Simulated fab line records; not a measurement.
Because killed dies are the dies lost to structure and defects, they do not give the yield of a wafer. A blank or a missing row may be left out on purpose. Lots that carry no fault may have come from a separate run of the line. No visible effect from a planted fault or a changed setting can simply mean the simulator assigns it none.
A lot that was struck, set against a sound lot || flow sky130 || 23 out of 708 route steps
Sound: wafers L721.2, L721.3, L721.4. Wafers L724.2, L724.3, L724.5 were the ones struck. The cause is given at the end.
Order at every step that has rows: each side's tool, ch and its chambers, its first start. Under that, the readings that differ: sound wafers || struck wafers || difference of the means || sigmas: that difference in standard deviations of wafers without a fault.
alike: readings with means less than 2 such deviations apart, plus words and numbers identical on both sides. not compared: withheld readings, readings lacking a value on some wafer, bounds such as >300 that could conceal the same value, and numbers that have no deviation in the record and whose values overlap.
A row with sigmas, a row that says differs or no value, or rows on one side alone: a step with any of these is where the two part. Numbers that don't overlap but have no deviation are shown without sigmas and don't part them. Lack of a reading on every wafer of one side parts them only where that side has two or more wafers.

first, 8 steps without rows for these wafers: SKY_LDD_N_IMPLANT_08; SKY_LDD_N_IMPLANT_09; SKY_LDD_N_IMPLANT_10; SKY_LDD_N_IMPLANT_11; SKY_LDD_N_IMPLANT_12; SKY_LDD_N_IMPLANT_13; SKY_LDD_N_IMPLANT_14; SKY_LDD_N_IMPLANT_15.
SKY_LDD_N_STRIP_16: strips in O2/N2.
  sound on plasmaAsher-02 ch 0,1, day 19 09:29; struck on plasmaAsher-02 ch 0, day 20 14:54
  alike: chamberPressureMTorr, drypumpMotorCurrentA, oesProductAu, stripTimeToEndpointS
  not compared: rfHoursCounterH
SKY_LDD_N_TW_MEAS_17:
  sound on filmMetro-03, day 19 09:36; struck on filmMetro-03, day 20 15:01
  alike: LDD_N_TW
then, 2 steps without rows for these wafers: SKY_LDD_P_DEHYDRATE_00 (time 60 s); SKY_LDD_P_HMDS_01 (prime time 60 s).
SKY_LDD_P_COAT_02: resist thk 1140 nm.
  sound on lithoTrack-04 ch 0, day 20 00:30; struck on lithoTrack-04 ch 0, day 21 05:57
{"reading": "spinSpeedRpm (rpm)", "sound": "2999.3 3003.0 2998.0", "struck": "3041.2 3043.4 3040.6", "difference": "+41.6", "sigmas": "+23"}
{"reading": "model.NOVOLAK_of_LDD_P_COAT_02.thkNm (nm)", "sound": "1134 1136 1135", "struck": "1129 1128 1130", "difference": -6, "sigmas": ""}
then, 3 steps without rows for these wafers: SKY_LDD_P_SOFTBAKE_03 (time 60 s); SKY_LDD_P_EXPOSE_04 (exposes mask PSDM, target cd 380 nm); SKY_LDD_P_PEB_05.
SKY_LDD_P_DEVELOP_06: develop time 60 s.
  sound on lithoTrack-02 ch 0, day 20 15:20; struck on lithoTrack-04 ch 0, day 21 21:51
{"reading": "model.NOVOLAK_of_LDD_P_COAT_02.thkNm (nm)", "sound": "1134 1136 1135", "struck": "1128 1128 1130", "difference": -6, "sigmas": ""}
  alike: developerTempC
SKY_LDD_P_CD_MEAS_07 targets a cd of 380 nm.
  sound on cdSem-02, day 20 15:29; struck on cdSem-02, day 21 21:59
  alike: cdNm
SKY_LDD_P_OVL_MEAS_08:
  sound on overlay-01, day 20 15:35; struck on overlay-02, day 21 22:06
  alike: LDD_P_OVL
next, for these wafers, 1 step has no rows: SKY_LDD_P_IMPLANT_09.
SKY_LDD_P_STRIP_10: strips in O2/N2.
  sound on plasmaAsher-01 ch 0,1, day 20 15:46; struck on plasmaAsher-04 ch 1, day 21 22:17
{"reading": "drypumpMotorCurrentA (A)", "sound": "4.9 4.9 5.8", "struck": "6.4 6.4 6.4", "difference": "+1.2", "sigmas": "+2"}
  alike: chamberPressureMTorr, oesProductAu, stripTimeToEndpointS
  not compared: rfHoursCounterH
SKY_LDD_P_TW_MEAS_11:
  sound on filmMetro-04, day 20 15:52; struck on filmMetro-04, day 21 22:23
{"reading": "LDD_P_TW", "sound": "635.4 632.9 636.0", "struck": "643.9 643.0 644.3", "difference": "+9.0", "sigmas": "+3"}
-- the record jumps here: 26 days lie between the struck wafers' starts before and after (it left off in module LDD_P and takes up again in module PAD_OPEN, whose first step shown is number 708 of the route) --
SKY_PAD_OPEN_PROBE_99:
  sound on prober-02, day 46 22:25; struck on prober-01, day 47 16:12
  alike: killed_at_M0_to_M3, killed_at_M4_up, killedAtContacts, killedAtFrontEnd, killedAtOther, killedDies, killedOpen, killedShort

WHERE THEY PART
Earliest at SKY_LDD_P_COAT_02; latest, in this record, at SKY_LDD_P_TW_MEAS_11. Later steps at which nothing parts them and some readings are alike: SKY_PAD_OPEN_PROBE_99.

WHY: the cause the simulator had injected
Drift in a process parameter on lithoTrack-04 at SKY_LDD_P_COAT_02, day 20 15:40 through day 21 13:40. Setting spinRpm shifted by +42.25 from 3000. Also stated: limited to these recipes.
